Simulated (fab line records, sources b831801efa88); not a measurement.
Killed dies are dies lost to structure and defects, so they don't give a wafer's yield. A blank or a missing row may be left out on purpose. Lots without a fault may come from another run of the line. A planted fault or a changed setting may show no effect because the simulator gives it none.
Chamber matching | flow sky130 | SKY_VIA1_CMP_24 on cmp-01: 4 sister chambers
The step polishes, stops on SiO2, t overpolish 15 s, target thk 0 nm. 8 wafers are shown with their chamber, then 7 later ones without.

WAFERS WITH THEIR CHAMBER
wafer  | chamber | motor_current_A (A) | time_to_endpoint_s (s)
L999.4 | 0       | 12.7                | 68
L999.6 | 1       | 12.8                | 74
L103.6 | 1       | 12.1                | 73
L105.1 | 3       | 8.8                 | 60
L105.3 | 2       | 10.1                | 64
L105.5 | 2       | 10.2                | 67
L108.2 | 3       | 9.0                 | 63
L108.3 | 0       | 12.7                | 67

WAFERS WITHOUT THEIR CHAMBER
wafer  | motor_current_A (A) | time_to_endpoint_s (s)
L108.4 | 12.2                | 73
L109.1 | 13.1                | 69
L109.3 | 12.0                | 78
L109.5 | 13.1                | 71
L110.2 | 9.3                 | 61
L110.5 | 13.8                | 66
L110.6 | 12.6                | 72

WHICH CHAMBER EACH WENT THROUGH
wafer  | from the rows above     | in truth
L108.4 | 1                       | 1
L109.1 | can't be placed: 0 or 1 | 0
L109.3 | 1                       | 1
L109.5 | can't be placed: 0 or 1 | 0
L110.2 | 3                       | 3
L110.5 | 0                       | 0
L110.6 | can't be placed: 1 or 0 | 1
Placed correctly: 4 of 7. Can't be placed from these rows: 3 (the true chamber is among the candidates in 3). Placed wrongly: 0.
How it was worked out, from the rows above alone: a wafer's distance from a chamber is the root of the sum, over the readings, of the square of ((its reading less the chamber's mean) divided by the reading's scatter). The wafer belongs to the nearest chamber; if the next one is less than 2 further off, it can't be placed. A chamber's mean is the mean of its shown wafers. The scatter: the root of (the sum of the squares of (reading less its chamber's mean) over the shown wafers, divided by (wafers less chambers)).
